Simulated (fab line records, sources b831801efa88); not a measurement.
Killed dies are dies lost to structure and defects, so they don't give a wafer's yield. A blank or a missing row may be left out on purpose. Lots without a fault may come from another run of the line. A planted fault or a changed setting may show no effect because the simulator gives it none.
A struck lot beside a sound one | flow sfq_line | 14 steps out of a route of 325
Sound: wafers L793.3, L793.5, L793.6. Struck: wafers L790.1, L790.2, L790.5. The cause comes at the end.
At each step with rows: each side's tool, then ch and its chambers, then its first start. Under that, the readings that differ: sound wafers | struck wafers | difference of the means | sigmas: that difference in standard deviations of wafers without a fault.
alike: readings whose means differ by less than 2 such deviations, and words and numbers that are the same on both sides. not compared: withheld readings, readings that some wafer has no value for, bounds like >300 that may hide the same value, and numbers for which the record gives no deviation and whose values overlap.
The two part at a step that has a row with sigmas, a row that says differs or no value, or rows on one side only. Numbers that don't overlap but have no deviation are shown without sigmas and don't part them. A reading that every wafer of one side lacks parts them only if that side has two wafers or more.

SFQ_TRILAYER_M6_BARC_OPEN_METAL_ETCH_206: etches BARC in O2, target depth 125 nm, time 41.7 s.
  sound on rie_metal-01 ch 0,1, day 61 17:05; struck on rie_metal-02 ch 0,1, day 61 07:28
  reading                     | sound          | struck         | difference | sigmas
  drypump_motor_current_A (A) | 6.33 6.36 6.21 | 5.53 5.75 5.71 | -0.64      | -2
  alike: oes_product_au, rf_fwd_power_W
  not compared: rf_hours_counter_h
then, 1 step without rows for these wafers: SFQ_TRILAYER_M6_ETCH_METAL_ETCH_162 (etches Nb in Cl2/Ar, stops on SiO2, target depth 240 nm, time 120 s).
SFQ_TRILAYER_M6_STRIP_STRIP_163: strips in O2.
  sound on rie_metal-01 ch 0,1, day 61 17:27; struck on rie_metal-02 ch 0,1, day 61 07:39
  alike: drypump_motor_current_A, oes_product_au
  not compared: rf_hours_counter_h
then, 1 step without rows for these wafers: SFQ_TRILAYER_M6_STRIP_SOLV_CLEAN_164 (cleans in NMP, time 600 s).
SFQ_TRILAYER_I6_DEP_PECVD_165: deposits SiO2 from SiH4/N2O, time 111.11 s, target thk 500 nm.
  sound on pecvd-02 ch 0,1,2, day 61 18:01; struck on pecvd-02 ch 1,2, day 61 08:25
  alike: heater_power_w, rf_fwd_power_W, showerhead_vpp_V, throttle_valve_pct
SFQ_TRILAYER_I6_CMP_CMP_166: polishes SiO2.
  sound on cmp-01 ch 0,1,2, day 63 10:06; struck on cmp-02 ch 1,2,3, day 63 01:07
  alike: motor_current_A, time_to_endpoint_s
SFQ_I6_BOW_MEAS_941:
  sound on film_metro-03, day 63 11:38; struck on film_metro-03, day 63 03:07
  reading     | sound    | struck   | difference | sigmas
  I6_BOW (um) | -6 -7 -4 | 20 17 12 | +22        | +2
SFQ_TRILAYER_I6_METRO_MEASURE_167:
  sound on film_metro-03, day 63 12:07; struck on film_metro-03, day 63 03:14
  alike: thk_nm
then, 4 steps without rows for these wafers: SFQ_TRILAYER_I6_VIA_LITHO_COAT_174 (resist thk 62 nm); SFQ_TRILAYER_I6_VIA_LITHO_COAT_169 (resist thk 650 nm); SFQ_TRILAYER_I6_VIA_LITHO_SOFTBAKE_173; SFQ_TRILAYER_I6_VIA_LITHO_EXPOSE_170 (exposes mask I6, target cd 700 nm).
-- the record jumps here: 4 days lie between the struck wafers' starts before and after --
SFQ_TRILAYER_I6_VIA_LITHO_PEB_172: peb time 60 s.
  sound on litho_track-03 ch 0, day 67 04:31; struck on litho_track-04, day 66 20:04
  no value came back on the struck wafers for chill_plate_temp_C (C), exhaust_pa (Pa); on the sound wafers chill_plate_temp_C (C) reads 22.99 23.03 22.94
then, 1 step without rows for these wafers: SFQ_TRILAYER_I6_VIA_LITHO_DEVELOP_171 (time 60 s).

WHERE THEY PART
First at SFQ_TRILAYER_M6_BARC_OPEN_METAL_ETCH_206; last, within this record, at SFQ_TRILAYER_I6_VIA_LITHO_PEB_172.

WHY: what the simulator had put in
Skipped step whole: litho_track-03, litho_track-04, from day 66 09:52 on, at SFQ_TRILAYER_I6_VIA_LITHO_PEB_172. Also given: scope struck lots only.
